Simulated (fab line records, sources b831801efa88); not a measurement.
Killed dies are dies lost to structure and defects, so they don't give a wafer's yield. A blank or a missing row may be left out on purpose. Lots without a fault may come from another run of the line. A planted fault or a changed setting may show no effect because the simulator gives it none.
Problem report in the 8D (eight disciplines) form, filled by code | flow sfq_line | the parts of the form that need people (team, actions taken, sign-off) are left out

1. THE PROBLEM
time_to_endpoint_s at SFQ_TRILAYER_I4_CMP_CMP_100 reads a mean of 123 s on 2 wafers of 1 lot; wafers without a fault read 214 s with a standard deviation of 9. That is -10 standard deviations from the usual mean.
The step: polishes SiO2.
First seen on wafer L775.3, day 53 10:25, on cmp-02. The record holds 39 wafers of 13 lots with a number at this step. Rule for "out", or "out of limits": more than 4 standard deviations from the usual mean. The other wafers with a number count as sound.

2. WHAT IT IS AND WHAT IT IS NOT
question                    | is                 | is not
which readings at this step | time_to_endpoint_s | motor_current_A
which lots                  | L775               | L764, L765, L766, L769, L771, L780, L782, L783, L784, L785, L786, L787
which wafers of those lots  | L775.3, L775.5     | L775.1
read on which tools         | cmp-02             | cmp-01
when                        | from day 53 10:25  | up to then (15 sound wafers); but 22 sound wafers of L775, L780, L782, L783, L784, L785, L786, L787 came after

3. SUSPECTS, AND WHAT RULES EACH OUT
Counting: a tool at a process step up to the reading stays a suspect if it ran every lot that is out. Sound lots after the first of them don't rule it out here, since some wafers of a struck lot are sound.
- cmp-02 at SFQ_TRILAYER_I4_CMP_CMP_100 (polishes SiO2): kept. It ran the lot that is out, L775 (day 53 10:25); its last sound lot up to then is L769 (day 51 13:09). Its own readings are out on those wafers: time_to_endpoint_s.
- Within cmp-02 at SFQ_TRILAYER_I4_CMP_CMP_100: the wafers that are out ran in chamber 0; their sound lot-mates ran in chamber 3.
Left after counting: cmp-02 at SFQ_TRILAYER_I4_CMP_CMP_100.

4. THE CAUSE (what the simulator had put in)
Process parameter drift: cmp-02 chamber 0, from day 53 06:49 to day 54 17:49, at SFQ_TRILAYER_I4_CMP_CMP_100. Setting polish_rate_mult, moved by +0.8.
Counting left only this tool.

5. THE CHAIN OF EFFECTS, in route order
Each row: a reading whose mean over the struck wafers that have a number lies more than 3 standard deviations from the usual. Only readings for which the record gives a usual standard deviation are gone through. hours: the time from each lot's start at the first step in this table that gives one to its start at this step, as a median over the lots. sigmas: the change in usual standard deviations.
hours | step                        | reading            | usual | on struck wafers | change | sigmas
0     | SFQ_TRILAYER_I4_CMP_CMP_100 | time_to_endpoint_s | 214 s | 123              | -91    | -10
The process steps in it:
- SFQ_TRILAYER_I4_CMP_CMP_100: polishes SiO2.

6. WHAT WOULD HAVE CAUGHT IT SOONER
In this record the first reading out of limits was taken at day 53 10:25, 4 hours after the fault began at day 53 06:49.
